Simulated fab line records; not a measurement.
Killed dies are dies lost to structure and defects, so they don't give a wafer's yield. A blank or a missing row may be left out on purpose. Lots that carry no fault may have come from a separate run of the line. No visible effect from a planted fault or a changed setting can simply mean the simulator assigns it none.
Struck lot and sound lot, side by side :: flow sky130 :: 14 steps out of a route of 708
Sound: wafers L542.3, L542.4, L542.5. Wafers struck: L545.2, L545.4, L545.5. The cause is named last.
At each step with rows: each side's tool, then ch and its chambers, then its first start. Under that, the readings that differ: sound wafers :: struck wafers :: difference of the means :: sigmas: that difference in standard deviations of wafers without a fault.
alike: words and numbers the same on both sides, and readings whose means are apart by under 2 such deviations; not compared: readings that were withheld, readings missing a value for some wafer, numbers with overlapping values and no deviation given by the record, and bounds like >300 which may hide the same value.
Wherever a step has rows on one side only, a row that says differs or no value, or a row with sigmas, the two part there. Numbers that don't overlap but have no deviation are shown without sigmas and don't part them. A reading that every wafer of one side lacks parts them only if that side has two wafers or more.

first, 3 steps without rows for these wafers: SKY_LDD_P_EXPOSE_04 (exposes mask PSDM, target cd 380 nm); SKY_LDD_P_PEB_05; SKY_LDD_P_DEVELOP_06 (develop time 60 s).
SKY_LDD_P_CD_MEAS_07: the cd target is 380 nm.
  sound on cd-sem-01, day 23 08:59; struck on cd-sem-02, day 25 00:40
  alike: cd-nm
SKY_LDD_P_OVL_MEAS_08:
  sound on overlay-01, day 23 09:05; struck on overlay-01, day 25 00:47
  alike: LDD_P_OVL
next, for these wafers, 1 step has no rows: SKY_LDD_P_IMPLANT_09.
SKY_LDD_P_STRIP_10: strips in O2/N2.
  sound on plasma-asher-04 ch 0,1, day 23 09:17; struck on plasma-asher-04 ch 1, day 25 00:58
  alike: drypump-motor-current-A, oes-product-au, strip-time-to-endpoint-s
  not compared: rf-hours-counter-h
SKY_LDD_P_TW_MEAS_11:
  sound on film-metro-04, day 23 09:23; struck on film-metro-04, day 25 01:04
  alike: LDD_P_TW
then, 4 steps without rows for these wafers: SKY_LDD_HVN_DEHYDRATE_00 (time 60 s); SKY_LDD_HVN_HMDS_01 (prime time 60 s); SKY_LDD_HVN_COAT_02 (resist thk 300 nm); SKY_LDD_HVN_SOFTBAKE_03 (time 60 s).
SKY_LDD_HVN_EXPOSE_04: exposes mask HVNTM, target cd 700 nm.
  sound on iline-stepper-02 ch 0, day 24 00:29; struck on iline-stepper-02, day 25 15:28
  no value came back on the struck wafers for exposure-dose-mJ-cm2, focus-offset-nm (nm); on the sound wafers exposure-dose-mJ-cm2 reads 126.99 127.03 127.13
  alike: mask
next, for these wafers, 1 step has no rows: SKY_LDD_HVN_PEB_05.

== WHERE THEY PART ==
At SKY_LDD_HVN_EXPOSE_04 and nowhere else, as far as this record goes.

WHY: what the simulator had put in
Step skipped in full: iline-stepper-02, at SKY_LDD_HVN_EXPOSE_04, from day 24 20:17 onward. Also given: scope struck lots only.
